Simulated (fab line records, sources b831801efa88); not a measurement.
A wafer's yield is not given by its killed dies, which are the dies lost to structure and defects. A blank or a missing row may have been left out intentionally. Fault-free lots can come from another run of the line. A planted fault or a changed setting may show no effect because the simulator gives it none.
2 desks looking at one fault | flow sky130 | each desk holds nothing but its own numbers, with what lay behind them at the end

TOOL OWNER'S DESK, lpcvd-02
The tool's own readings at SKY_FIELD_ISO_CVD_03 (deposits Si3N4 from DCS/NH3, target thk 165 nm, time 2830 s): means of the sampled wafers that have a number, for each lot that ran on this tool. Marked OUT: a lot whose mean sits more than 4 standard deviations from the usual mean, which makes it out of limits; the brackets give that distance.
Columns: A = spikeTcCentreC at SKY_FIELD_ISO_CVD_03, usual 770.2 C; B = spikeTcTopC at SKY_FIELD_ISO_CVD_03, usual 787.3 C; C = spikeTcUpperC at SKY_FIELD_ISO_CVD_03, usual 769.7 C; D = zonePowerCentrePct at SKY_FIELD_ISO_CVD_03, usual 15.3 %; E = zonePowerTopPct at SKY_FIELD_ISO_CVD_03, usual 24.2 %; F = zonePowerUpperPct at SKY_FIELD_ISO_CVD_03, usual 13.50 %
lot  | first seen here | A                | B                | C               | D               | E              | F
L175 | day 1 22:17     | 770.3            | 788.8            | 769.6           | 16.0            | 23.9           | 13.18
L176 | day 2 03:08     | 771.3            | 782.9            | 769.7           | 13.4            | 24.5           | 13.84
L177 | day 2 07:41     | 770.6            | 789.3            | 768.9           | 16.2            | 23.9           | 13.35
L180 | day 3 00:58     | 769.3            | 788.1            | 769.3           | 16.2            | 24.0           | 13.22
L183 | day 3 18:43     | 769.7            | 789.0            | 770.5           | 16.0            | 24.0           | 13.40
L184 | day 3 18:43     | 769.5            | 788.7            | 768.8           | 16.2            | 24.1           | 13.36
L186 | day 4 05:34     | 769.9            | 789.4            | 769.3           | 16.1            | 23.8           | 13.35
L191 | day 5 07:38     | 769.9            | 788.7            | 769.4           | 16.1            | 23.8           | 13.21
L192 | day 5 12:11     | 777.2 (+4.6) OUT | 800.8 (+4.5) OUT | 706.0 (-64) OUT | 26.0 (+8.2) OUT | 34.2 (+29) OUT | 0.01 (-52) OUT
L193 | day 5 16:44     | 777.5 (+4.9) OUT | 799.3            | 705.5 (-64) OUT | 26.0 (+8.2) OUT | 33.9 (+28) OUT | 0.01 (-52) OUT
Finding of this desk: L192, L193 out of limits; the first was L192 at day 5 12:11, on spikeTcCentreC at SKY_FIELD_ISO_CVD_03. In limits: L175, L176, L177, L180, L183, L184, L186, L191.

METROLOGY DESK
Lot by lot, what the gauges showed, no matter which tool ran the lot: averages of those sampled wafers that carry a number. Marked OUT: a lot whose mean sits more than 4 standard deviations from the usual mean, which makes it out of limits; the brackets give that distance.
Columns: A = FIELD_ISO_CVD_03_THK at SKY_FIELD_ISO_THK_MEAS_04, usual 164.7 nm; B = LI_CONTACT_OVL at SKY_LI_CONTACT_OVL_MEAS_13, usual -2 nm
lot  | first seen here | A               | B
L175 | day 2 00:05     | 166.8           | -2
L176 | day 2 04:55     | 165.6           | -12
L177 | day 2 09:30     | 164.4           | 4
L180 | day 3 02:45     | 163.0           | -12
L183 | day 3 20:31     | 161.8           | 1
L184 | day 3 20:34     | 165.0           | -2
L186 | day 4 07:22     | 165.8           | 2
L191 | day 5 09:25     | 165.4           | 6
L192 | day 5 14:00     | 135.9 (-17) OUT | -1
L193 | day 5 18:32     | 162.2           | -1
Per this desk, out of limits: L192; the first was L192, day 5 14:00 (FIELD_ISO_CVD_03_THK at SKY_FIELD_ISO_THK_MEAS_04). In limits: L175, L176, L177, L180, L183, L184, L186, L191, L193.

PUT TOGETHER
On L192, L193, at day 5 12:11, an alarm was possible from the tool owner's desk.
Metrology desk: alarm possible at day 5 14:00 on L192.
The metrology desk holds a record of L193, inside its limits.
Of the lots named, all ran SKY_FIELD_ISO_CVD_03 on lpcvd-02.

WHAT THE SIMULATOR PUT IN
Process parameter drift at SKY_FIELD_ISO_CVD_03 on lpcvd-02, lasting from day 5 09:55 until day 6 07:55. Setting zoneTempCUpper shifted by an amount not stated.
Lots struck among those shown: L192, L193.
Time in hours from fault onset to the first out-of-limits reading at each desk: tool owner's desk 2, metrology desk 4.
